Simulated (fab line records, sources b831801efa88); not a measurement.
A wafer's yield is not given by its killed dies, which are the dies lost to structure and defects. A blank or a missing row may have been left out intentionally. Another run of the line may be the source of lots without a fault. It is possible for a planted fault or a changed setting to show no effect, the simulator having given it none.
A struck lot beside a sound one    flow sky130    16 out of 708 route steps
Sound: wafers L163.2, L163.4, L163.5. Wafers L170.1, L170.3, L170.5 were the ones struck. The cause comes at the end.
Each step with rows lists, per side, the tool, then ch with its chambers, then its first start. Under that, the readings that differ: sound wafers    struck wafers    difference of the means    sigmas: that difference in standard deviations of wafers without a fault.
alike: words and numbers the same on both sides, and readings whose means are apart by under 2 such deviations; not compared: readings that were withheld, readings missing a value for some wafer, numbers with overlapping values and no deviation given by the record, and bounds like >300 which may hide the same value.
A row with sigmas, a row that says differs or no value, or rows on one side alone: a step with any of these is where the two part. Numbers that don't overlap but have no deviation are shown without sigmas and don't part them. A reading missing from all wafers of one side parts the sides only when that side holds two or more wafers.

first, 1 step without rows for these wafers: SKY_VT_ADJUST_NCORE_DEVELOP_06 (develop time 60 s).
SKY_VT_ADJUST_NCORE_CD_MEAS_07: the cd target is 380 nm.
  sound: cd_sem-01 at day 12 02:34; struck: cd_sem-01 at day 13 10:07
  alike: cd_nm
SKY_VT_ADJUST_NCORE_OVL_MEAS_08:
  sound: overlay-01 at day 12 02:40; struck: overlay-01 at day 13 10:14
  alike: VT_ADJUST_NCORE_OVL
following that, these wafers have no rows for 1 step: SKY_VT_ADJUST_NCORE_IMPLANT_09.
SKY_VT_ADJUST_NCORE_STRIP_10: strips in O2/N2.
  sound on plasma_asher-04 ch 0,1, day 12 02:51; struck on plasma_asher-01 ch 0, day 13 10:26
  alike: drypump_motor_current_A, oes_product_au, strip_time_to_endpoint_s
  not compared: rf_hours_counter_h
SKY_VT_ADJUST_NCORE_TW_MEAS_11:
  sound: film_metro-01 at day 12 02:58; struck: film_metro-01 at day 13 10:32
  alike: VT_ADJUST_NCORE_TW
then, 6 steps without rows for these wafers: SKY_VT_ADJUST_HVTR_DEHYDRATE_00 (time 60 s); SKY_VT_ADJUST_HVTR_HMDS_01 (prime time 60 s); SKY_VT_ADJUST_HVTR_COAT_02 (resist thk 1140 nm); SKY_VT_ADJUST_HVTR_SOFTBAKE_03 (time 60 s); SKY_VT_ADJUST_HVTR_EXPOSE_04 (exposes mask HVTRM, target cd 380 nm); SKY_VT_ADJUST_HVTR_PEB_05.
SKY_VT_ADJUST_HVTR_DEVELOP_06: develop time 60 s.
  sound on litho_track-02 ch 0, day 13 03:40; struck on litho_track-01 ch 0, day 14 12:38
SKY_VT_ADJUST_HVTR_CD_MEAS_07: the cd target is 380 nm.
  sound: cd_sem-02 at day 13 03:49; struck: cd_sem-02 at day 14 12:47
reading     sound              struck             difference  sigmas
cd_nm (nm)  378.0 378.3 379.2  389.1 388.9 390.2  +10.9       +4
SKY_VT_ADJUST_HVTR_OVL_MEAS_08:
  sound: overlay-01 at day 13 03:56; struck: overlay-02 at day 14 12:55
reading                  sound          struck       difference  sigmas
VT_ADJUST_HVTR_OVL (nm)  0.0 -0.6 -2.9  2.4 2.3 1.3  +3.2        +2
-- the record jumps here: 36 days lie between the struck wafers' starts before and after (it left off in module VT_ADJUST_HVTR and takes up again in module PAD_OPEN, whose first step shown is number 708 of the route) --
SKY_PAD_OPEN_PROBE_99:
  sound: prober-01 at day 49 04:44; struck: prober-01 at day 50 04:18
reading             sound     struck    difference  sigmas
killed_at_contacts  28 37 27  17 25 14  -12         -2
  alike: killed_at_M0_to_M3, killed_at_M4_up, killed_at_front_end, killed_at_other, killed_dies, killed_open, killed_short

WHERE THEY PART
At SKY_VT_ADJUST_HVTR_CD_MEAS_07 first; at SKY_PAD_OPEN_PROBE_99 last (within this record only).

WHY: whatever the simulator had introduced
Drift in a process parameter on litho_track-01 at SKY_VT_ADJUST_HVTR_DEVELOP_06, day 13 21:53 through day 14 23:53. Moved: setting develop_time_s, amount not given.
